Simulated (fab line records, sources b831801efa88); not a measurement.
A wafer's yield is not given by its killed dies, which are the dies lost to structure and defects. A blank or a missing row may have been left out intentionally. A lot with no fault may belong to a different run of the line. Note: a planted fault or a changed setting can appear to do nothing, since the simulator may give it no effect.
Struck lot and sound lot, side by side | flow gf180mcu | 16 out of 602 route steps
Sound: these wafers, L210.2, L210.4, L210.5. Struck: wafer L217.3. (L217.2, L217.5 of the same lot were not struck and are left out.) The cause comes at the end.
Each step with rows lists, per side, the tool, then ch with its chambers, then its first start. Under that, the readings that differ: sound wafers | struck wafers | difference of the means | sigmas: that difference in standard deviations of wafers without a fault.
alike: readings with means less than 2 such deviations apart, plus words and numbers identical on both sides. not compared: withheld readings, readings lacking a value on some wafer, bounds such as >300 that could conceal the same value, and numbers that have no deviation in the record and whose values overlap.
A row with sigmas, a row that says differs or no value, or rows on one side alone: a step with any of these is where the two part. Non-overlapping numbers with no deviation appear without sigmas and do not part them. A reading missing from all wafers of one side parts the sides only when that side holds two or more wafers.

first, 4 steps without rows for these wafers: GF_M4_SOFTBAKE_10 (time 60 s); GF_M4_EXPOSE_11 (exposes mask Metal4, target cd 280 nm); GF_M4_PEB_12 (peb time 90 s); GF_M4_DEVELOP_13 (develop time 60 s).
GF_M4_CD_MEAS_14 targets a cd of 280 nm.
  sound on cd-sem-02 at day 24 03:23; struck on cd-sem-01 at day 26 14:08
  reading    | sound             | struck | difference | sigmas
  cd-nm (nm) | 278.4 278.9 279.0 | 281.9  | +3.1       | +2
GF_M4_OVL_MEAS_15:
  sound on overlay-02 at day 24 03:29; struck on overlay-01 at day 26 14:14
  alike: M4_OVL
GF_M4_METAL_ETCH_16: etches the open film in Cl2/BCl3, stops on SiO2, target depth 750.8 nm, time 125.1 s.
  sound on rie-metal-04 ch 0,1, day 24 03:31; struck on rie-metal-02 ch 0, day 26 14:16
  reading                     | sound                | struck | difference | sigmas
  drypump-motor-current-A (A) | 5.22 5.47 5.47       | 5.89   | +0.50      | +2
  oes-product-au (a.u.)       | 0.993 0.989 0.990    | 0.975  | -0.016     | -3
  throttle-valve-pct (%)      | 28.212 28.241 28.226 | 28.256 | +0.030     | +3
  not compared: rf-hours-counter-h
GF_M4_STRIP_17: strips in O2/N2.
  sound on plasma-asher-03 ch 0,1, day 24 03:39; struck on plasma-asher-04 ch 0, day 26 14:24
  reading                      | sound          | struck | difference | sigmas
  strip-time-to-endpoint-s (s) | 7.41 7.37 7.40 | 7.51   | +0.12      | +3
  alike: drypump-motor-current-A, heater-power-w, oes-product-au
  not compared: rf-hours-counter-h
then, 3 steps without rows for these wafers: GF_M4_STRIP_18 (strips in post etch residue remover, time 1200 s); GF_M4_CLEAN_19 (cleans in DIW); GF_V4_CVD_00 (deposits SiO2, target thk 600 nm, time 100 s).
GF_V4_THK_MEAS_01:
  sound on film-metro-02 at day 24 04:18; struck on film-metro-03 at day 26 15:01
  reading            | sound       | struck | difference | sigmas
  V4_CVD_00_THK (nm) | 609 614 613 | 600    | -12        | -2
GF_V4_CVD_02: deposits SiO2 from TEOS, target thk 850 nm, time 94.851 s.
  sound on pecvd-03 ch 0,1, day 24 04:21; struck on pecvd-03 ch 0, day 26 15:04
  reading                             | sound             | struck | difference | sigmas
  model.SiO2_of_V4_CVD_02.thk-nm (nm) | 849.9 865.3 867.9 | 1195   | +334       |
  alike: heater-power-w
GF_V4_THK_MEAS_03:
  sound on film-metro-03 at day 24 04:26; struck on film-metro-04 at day 26 15:09
  reading            | sound       | struck | difference | sigmas
  V4_CVD_02_THK (nm) | 850 866 868 | 1195   | +334       | +33
GF_V4_CMP_04: polishes SiO2.
  sound on cmp-02 ch 0,1,2, day 24 04:35; struck on cmp-01 ch 2, day 26 15:15
  reading                | sound    | struck | difference | sigmas
  time-to-endpoint-s (s) | 79 86 85 | 218    | +135       | +26
  alike: motor-current-A, retaining-ring-pressure-frac
GF_V4_BOW_MEAS_05:
  sound on film-metro-03 at day 24 04:48; struck on film-metro-03 at day 26 15:31
  alike: V4_BOW

## WHERE THEY PART
First at GF_M4_CD_MEAS_14; last, within this record, at GF_V4_CMP_04. Later steps at which nothing parts them and some readings are alike: GF_V4_BOW_MEAS_05.

WHY: the cause the simulator had injected
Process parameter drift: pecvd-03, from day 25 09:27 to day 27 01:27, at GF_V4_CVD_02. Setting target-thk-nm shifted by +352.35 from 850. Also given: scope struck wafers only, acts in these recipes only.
